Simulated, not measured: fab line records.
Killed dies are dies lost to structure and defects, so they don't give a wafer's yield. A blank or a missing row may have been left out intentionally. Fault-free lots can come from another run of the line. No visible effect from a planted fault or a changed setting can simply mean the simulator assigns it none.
What tool caused it?	flow gf180mcu	Sampling: 12 lots, 36 wafers, 6 of 602 route steps

WHAT EACH GAUGE READ, for each wafer
GF_V4_OVL_MEAS_15.
lot	measured	on	V4_OVL (nm)
L075	day 25 04:18	overlay-01	9 -6 2
L078	day 25 16:53	overlay-02	6 11 14
L079	day 26 03:34	overlay-01	-3 5 -2
L081	day 26 22:53	overlay-02	3 -1 -2
L083	day 27 09:44	overlay-01	-5 3 -1
L085	day 28 02:15	overlay-01	12 3 10
L087	day 28 13:51	overlay-01	6 9 5
L089	day 29 07:35	overlay-01	-2 -3 -1
L091	day 29 18:36	overlay-01	6 14 3
L093	day 30 10:02	overlay-02	12 9 14
L095	day 30 17:30	overlay-02	9 3 9
L097	day 31 08:50	overlay-01	1 3 0

TOOL THAT RAN EACH LOT (tool first, then ch and the chambers of the sampled wafers, then the start)
lot	GF_M2_STRIP_17	GF_V2_SPUTTER_21	GF_V3_ETCH_17	GF_V3_SPUTTER_22	GF_M4_METAL_ETCH_16
L075	plasmaAsher-04 ch 0,1, day 20 02:18	pvdSputter-03, day 21 03:41	rieDiel-03 ch 0,1,2, day 23 05:31 or earlier	pvdSputter-02, day 23 05:31	rieMetal-01 ch 0,1, day 24 05:08
L078	plasmaAsher-02 ch 0,1, day 20 16:13	pvdSputter-02, day 21 18:53	rieDiel-04 ch 0,1,2, day 23 19:17 or earlier	pvdSputter-03, day 23 19:17	rieMetal-02 ch 0,1, day 24 18:22
L079	plasmaAsher-03 ch 0,1, day 21 04:32	pvdSputter-03, day 22 06:47	rieDiel-02 ch 1,2, day 24 06:44 or earlier	pvdSputter-02, day 24 06:44	rieMetal-01 ch 0,1, day 25 05:30
L081	plasmaAsher-04 ch 0,1, day 22 01:16	pvdSputter-02, day 23 02:25	rieDiel-04 ch 0,1,2, day 25 02:04 or earlier	pvdSputter-03, day 25 02:04	rieMetal-04 ch 0,1, day 26 00:34
L083	plasmaAsher-02 ch 0,1, day 22 15:17	pvdSputter-03, day 23 15:52	rieDiel-04 ch 2,3, day 25 14:43 or earlier	pvdSputter-02, day 25 14:43	rieMetal-01 ch 0,1, day 26 12:38
L085	plasmaAsher-02 ch 0,1, day 23 08:32	pvdSputter-03, day 24 09:19	rieDiel-02 ch 0,1, day 26 07:20 or earlier	pvdSputter-02, day 26 07:20	rieMetal-01 ch 0,1, day 27 05:10
L087	plasmaAsher-03 ch 0,1, day 23 23:20	pvdSputter-02, day 24 22:55	rieDiel-04 ch 0,1,3, day 26 20:03 or earlier	pvdSputter-04, day 26 20:03	rieMetal-01 ch 0,1, day 27 16:28
L089	plasmaAsher-03 ch 0,1, day 24 19:19	pvdSputter-03, day 25 18:33	rieDiel-02 ch 0,3, day 27 14:10 or earlier	pvdSputter-03, day 27 14:10	rieMetal-04 ch 0,1, day 28 11:22
L091	plasmaAsher-03 ch 0,1, day 25 07:23	pvdSputter-03, day 26 05:50	rieDiel-02 ch 0,2,3, day 28 01:38 or earlier	pvdSputter-02, day 28 01:38	rieMetal-04 ch 1, day 28 22:08
L093	plasmaAsher-02 ch 0,1, day 25 23:52	pvdSputter-01, day 26 22:20	rieDiel-04 ch 0,1,2, day 28 18:17 or earlier	pvdSputter-02, day 28 18:17	rieMetal-02 ch 0,1, day 29 13:52
L095	plasmaAsher-04 ch 0,1, day 26 09:02	pvdSputter-01, day 27 07:14	rieDiel-03 ch 1,2,3, day 29 02:32 or earlier	pvdSputter-04, day 29 02:32	rieMetal-02 ch 0,1, day 29 21:57
L097	plasmaAsher-02 ch 0,1, day 27 02:43	pvdSputter-02, day 28 00:11	rieDiel-04 ch 1,2, day 29 17:50 or earlier	pvdSputter-02, day 29 17:50	rieMetal-02 ch 0,1, day 30 13:37
- GF_M2_STRIP_17: strips in O2/N2.
- GF_V2_SPUTTER_21: material Ti, target thk 15 nm, time 80.02 s.
- GF_V3_ETCH_17: etches SiO2 in C4F8/O2/Ar, stops on TiN, target depth 635 nm.
- GF_V3_SPUTTER_22: material TiN, target thk 10 nm, time 40 s.
- GF_M4_METAL_ETCH_16: etches the open film in Cl2/BCl3, stops on SiO2, target depth 750.8 nm, time 125.1 s.

THE ANSWER, worked out from the rows above alone
Rule: the usual values come from the lots themselves. Put in order of their means at a reading, lots are off if they are a third of the lots or fewer, leave a main group of 4 or more, and stand apart from it by a gap of 3 or more times the standard deviation of the main group's means; of several such gaps the widest counts. Not used: any main group whose means are identical at the precision the tables above print for the reading. Also off: a lot with no number at a reading for which 4 or more lots have one. The other lots that the step has rows for count as sound.
None of the lots is off at any reading shown; this tells nothing.

WHAT THE SIMULATOR HAD INSERTED
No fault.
